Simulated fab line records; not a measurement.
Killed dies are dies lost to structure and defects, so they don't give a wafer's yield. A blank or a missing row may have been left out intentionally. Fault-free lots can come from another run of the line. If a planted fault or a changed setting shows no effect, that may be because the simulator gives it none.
Matching of chambers / flow gf180mcu / GF_V2_CMP_26 on cmp-01: 4 sister chambers
The step polishes, stops on SiO2, t overpolish 15 s, target thk 0 nm. 14 wafers are shown with their chamber, then 7 later ones without.

WAFERS WITH THEIR CHAMBER
wafer=L518.1; chamber=2; motorCurrentA (A)=10.4; timeToEndpointS (s)=88; overpolishRunS (s)=15.003
wafer=L518.2; chamber=1; motorCurrentA (A)=9.9; timeToEndpointS (s)=87; overpolishRunS (s)=15.011
wafer=L518.6; chamber=2; motorCurrentA (A)=10.9; timeToEndpointS (s)=84; overpolishRunS (s)=15.000
wafer=L519.1; chamber=2; motorCurrentA (A)=10.5; timeToEndpointS (s)=86; overpolishRunS (s)=14.988
wafer=L519.3; chamber=0; motorCurrentA (A)=11.0; timeToEndpointS (s)=87; overpolishRunS (s)=15.002
wafer=L519.4; chamber=1; motorCurrentA (A)=10.3; timeToEndpointS (s)=92; overpolishRunS (s)=14.995
wafer=L520.2; chamber=0; motorCurrentA (A)=10.9; timeToEndpointS (s)=86; overpolishRunS (s)=15.002
wafer=L520.3; chamber=3; motorCurrentA (A)=10.3; timeToEndpointS (s)=83; overpolishRunS (s)=15.017
wafer=L520.5; chamber=3; motorCurrentA (A)=10.0; timeToEndpointS (s)=88; overpolishRunS (s)=14.996
wafer=L521.1; chamber=2; motorCurrentA (A)=10.5; timeToEndpointS (s)=90; overpolishRunS (s)=15.014
wafer=L521.2; chamber=3; motorCurrentA (A)=10.5; timeToEndpointS (s)=86; overpolishRunS (s)=15.014
wafer=L521.4; chamber=0; motorCurrentA (A)=11.1; timeToEndpointS (s)=86; overpolishRunS (s)=14.992
wafer=L527.1; chamber=0; motorCurrentA (A)=11.2; timeToEndpointS (s)=81; overpolishRunS (s)=15.000
wafer=L527.3; chamber=2; motorCurrentA (A)=11.2; timeToEndpointS (s)=81; overpolishRunS (s)=15.005

SIGNATURES, as means of the wafers listed above
reading=motorCurrentA; chamber 0=11.050; chamber 1=10.100; chamber 2=10.700; chamber 3=10.267; scatter within a chamber=0.268
reading=timeToEndpointS; chamber 0=85.00; chamber 1=89.50; chamber 2=85.80; chamber 3=85.67; scatter within a chamber=3.1
reading=overpolishRunS; chamber 0=14.99900; chamber 1=15.00300; chamber 2=15.00200; chamber 3=15.00900; scatter within a chamber=0.00899
Rule: distance of a wafer from a chamber = root of the sum over the readings of ((wafer's reading minus chamber's mean) / reading's scatter) squared. The wafer belongs to the nearest chamber; if the next one is less than 2 further off, it can't be placed. The scatter is the square root of a quotient: the sum, over the shown wafers, of each reading's squared deviation from its chamber's mean, divided by wafers minus chambers.

WAFERS WHOSE CHAMBER IS MISSING
wafer=L527.6; motorCurrentA (A)=10.2; timeToEndpointS (s)=83; overpolishRunS (s)=15.003
wafer=L532.1; motorCurrentA (A)=10.9; timeToEndpointS (s)=84; overpolishRunS (s)=15.004
wafer=L532.3; motorCurrentA (A)=9.8; timeToEndpointS (s)=89; overpolishRunS (s)=14.988
wafer=L532.4; motorCurrentA (A)=10.5; timeToEndpointS (s)=85; overpolishRunS (s)=15.007
wafer=L536.1; motorCurrentA (A)=10.1; timeToEndpointS (s)=85; overpolishRunS (s)=15.000
wafer=L536.3; motorCurrentA (A)=11.3; timeToEndpointS (s)=83; overpolishRunS (s)=14.999
wafer=L536.6; motorCurrentA (A)=10.7; timeToEndpointS (s)=86; overpolishRunS (s)=14.990

WHICH CHAMBER EACH ONE RAN IN
wafer=L527.6; from the rows above=can't be placed: 3 or 2 or 1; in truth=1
wafer=L532.1; from the rows above=can't be placed: 0 or 2 or 3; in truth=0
wafer=L532.3; from the rows above=can't be placed: 1 or 3 or 2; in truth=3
wafer=L532.4; from the rows above=can't be placed: 3 or 2 or 1 or 0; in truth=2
wafer=L536.1; from the rows above=can't be placed: 3 or 1 or 2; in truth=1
wafer=L536.3; from the rows above=can't be placed: 0 or 2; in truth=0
wafer=L536.6; from the rows above=can't be placed: 2 or 0 or 3 or 1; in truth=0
Correctly placed: 0 of 7. These rows do not allow placing 7 (true chamber among the candidates in 7). 0 placed wrongly.
